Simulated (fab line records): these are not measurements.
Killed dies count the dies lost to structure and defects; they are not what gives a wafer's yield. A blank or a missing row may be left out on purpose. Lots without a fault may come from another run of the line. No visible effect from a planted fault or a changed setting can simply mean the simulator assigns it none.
One fault through the eyes of 2 desks ; flow gf180mcu ; each desk holds nothing but its own numbers, with what lay behind them at the end

## FROM THE METROLOGY DESK
Means of the sampled wafers that have a number, per lot and without regard to the tool the lot ran on: this is what the gauges read. Marked OUT: a lot whose mean sits more than 4 standard deviations from the usual mean, which makes it out of limits; the brackets give that distance.
Columns: A = cd-nm at GF_POLY_GATE_CD_MEAS_10, usual 279.4 nm; B = POLY_GATE_OVL at GF_POLY_GATE_OVL_MEAS_11, usual -3 nm; C = POLY_GATE_OXIDATION_THK at GF_POLY_GATE_THK_MEAS_17, usual 3.99 nm; D = HV_LDD_RS at GF_HV_LDD_RS_MEAS_53, usual 417.5 ohm/sq
lot;first seen here;A;B;C;D
L632;day 9 05:47;279.2;-2;4.08;418.2
L633;day 9 10:16;280.8;-7;3.95;417.7
L634;day 9 18:39;280.4;0;4.06;417.8
L635;day 10 02:14;280.7;-5;4.00;417.4
L636;day 10 18:11;277.0;-4;4.10;419.6
L640;day 11 23:23;276.6;-6;3.97;418.3
L641;day 12 04:32;278.0;1;4.10;417.2
L642;day 12 06:39;278.7;-4;4.03;428.5 (+12) OUT
L643;day 12 14:32;281.5;-1;4.12;415.9
L644;day 12 20:20;280.3;3;3.86;427.1 (+11) OUT
L647;day 13 14:50;276.9;-5;4.01;416.9
L649;day 14 08:19;278.8;1;4.02;417.9
L650;day 14 15:29;279.5;-2;3.96;416.2
L654;day 15 19:41;277.9;-4;3.84;417.9
This desk finds L642, L644 out of limits, with the earliest case on L642 at day 15 21:40 (HV_LDD_RS at GF_HV_LDD_RS_MEAS_53). Within limits: L632, L633, L634, L635, L636, L640, L641, L643, L647, L649, L650, L654.

## TOOL OWNER'S DESK, implanter-01
GF_HV_LDD_IMPLANT_09, tool's own readings: per-lot mean of the sampled wafers with a number, covering each lot this tool ran. Marked OUT: a lot whose mean sits more than 4 standard deviations from the usual mean, which makes it out of limits; the brackets give that distance.
Columns: A = dose-ions-cm2 at GF_HV_LDD_IMPLANT_09, usual 1.0002e+14; B = faraday-current-uA at GF_HV_LDD_IMPLANT_09, usual 563; C = tilt-deg at GF_HV_LDD_IMPLANT_09, usual 7.001 degrees
lot;first seen here;A;B;C
L636;day 11 14:23;1.0008e+14;565;6.983
L640;day 12 21:01;9.9890e+13;566;6.993
L642;day 13 04:37;9.4650e+13 (-54) OUT;536;6.997
L644;day 13 18:26;9.4590e+13 (-54) OUT;535;7.008
L654;day 16 19:46;1.0008e+14;560;6.988
This desk's finding: out of limits on L642, L644; first on L642, day 13 04:37 (dose-ions-cm2 at GF_HV_LDD_IMPLANT_09). Within limits: L636, L640, L654.

## TAKEN TOGETHER
The tool owner's desk had the chance to raise an alarm at day 13 04:37 on L642, L644.
The metrology desk could have raised an alarm at day 15 21:40, on L642, L644.
All the named lots went through GF_HV_LDD_IMPLANT_09 on implanter-01.

## WHAT HAD BEEN PUT IN BY THE SIMULATOR
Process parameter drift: implanter-01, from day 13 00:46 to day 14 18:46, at GF_HV_LDD_IMPLANT_09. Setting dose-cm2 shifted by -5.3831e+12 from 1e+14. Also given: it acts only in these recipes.
Shown lots that were struck: L642, L644.
Fault start to first reading out of limits, in hours, per desk: tool owner, 4; metrology, 69.
